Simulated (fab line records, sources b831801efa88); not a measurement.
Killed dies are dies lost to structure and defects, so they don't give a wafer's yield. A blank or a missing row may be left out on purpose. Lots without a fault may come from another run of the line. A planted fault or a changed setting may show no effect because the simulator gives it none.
Which tool did it? | flow sky130 | 11 lots, 32 wafers sampled, at 2 steps of a route of 708

WHAT THE GAUGES READ, wafer by wafer
SKY_VIA3_BOW_MEAS_03. Usual: VIA3_BOW 79 um, standard deviation 7.6.
lot  | measured     | on            | VIA3_BOW (um) | flag
L533 | day 39 01:56 | film_metro-03 | 73 75 79      |
L535 | day 39 18:42 | film_metro-01 | 84 89 80      |
L536 | day 40 07:28 | film_metro-01 | 94 86 91      |
L537 | day 40 16:29 | film_metro-03 | 70 71 77      |
L539 | day 40 22:03 | film_metro-01 | 72 59 64      |
L540 | day 41 08:55 | film_metro-03 | 79 83 87      |
L544 | day 42 15:08 | film_metro-04 | 74 78 73      |
L547 | day 43 12:21 | film_metro-04 | 80 78 81      |
L550 | day 44 01:26 | film_metro-04 | 84 76         |
L552 | day 44 15:43 | film_metro-04 | 87 86 80      |
L555 | day 45 08:08 | film_metro-01 | 85 69 71      |

WHICH TOOL RAN EACH LOT (tool, then ch and the chambers of the sampled wafers, then the start)
lot  | SKY_METAL3_ETCH_17
L533 | rie_diel-04 ch 0,3, day 38 23:56
L535 | rie_diel-02 ch 0,3, day 39 17:22
L536 | rie_diel-04 ch 1,3, day 40 06:07
L537 | rie_diel-02 ch 0,1, day 40 15:01
L539 | rie_diel-04 ch 1,2,3, day 40 20:34
L540 | rie_diel-04 ch 0,2, day 41 07:31
L544 | rie_diel-01 ch 1,3, day 42 13:43
L547 | rie_diel-02 ch 0,1,3, day 43 11:01
L550 | rie_diel-01 ch 1,3, day 44 00:01
L552 | rie_diel-01 ch 0,3, day 44 14:22
L555 | rie_diel-02 ch 0,1,2, day 45 06:22
- SKY_METAL3_ETCH_17: etches SiO2 in C4F8/O2/Ar, stops on TiN, time 3.9 s, target depth 15 nm.

WHAT THE TOOLS THEMSELVES READ (means of the sampled wafers that have a number; where no wafer has one, the mark that the record gives instead)
SKY_METAL3_ETCH_17. Usual: oes_product_au 0.756 a.u., standard deviation 0.0075.
lot  | tool        | oes_product_au (a.u.) | flag
L533 | rie_diel-04 | 0.742                 |
L535 | rie_diel-02 | 0.764                 |
L536 | rie_diel-04 | 0.752                 |
L537 | rie_diel-02 | 0.742                 |
L539 | rie_diel-04 | 0.749                 |
L540 | rie_diel-04 | 0.755                 |
L544 | rie_diel-01 | 0.759                 |
L547 | rie_diel-02 | 0.758                 |
L550 | rie_diel-01 | 0.752                 |
L552 | rie_diel-01 | 0.764                 |
L555 | rie_diel-02 | 0.760                 |

THE ANSWER, worked out from the rows above alone
Rule: a lot is off if the mean of its wafers that have a number lies more than 3 standard deviations from the usual mean. A lot without any number at a reading at which 4 lots or more have one is off too. The other lots that the step has rows for count as sound. The gauges are gone through in route order, then the tools' own readings, and for those a lot's mean is taken as printed above. The first step at which some lot is off is used, and at that step the reading that is off furthest; a lot without a number counts as furthest.
No lot is off at any reading shown: from this, nothing can be told.

WHAT THE SIMULATOR HAD PUT IN
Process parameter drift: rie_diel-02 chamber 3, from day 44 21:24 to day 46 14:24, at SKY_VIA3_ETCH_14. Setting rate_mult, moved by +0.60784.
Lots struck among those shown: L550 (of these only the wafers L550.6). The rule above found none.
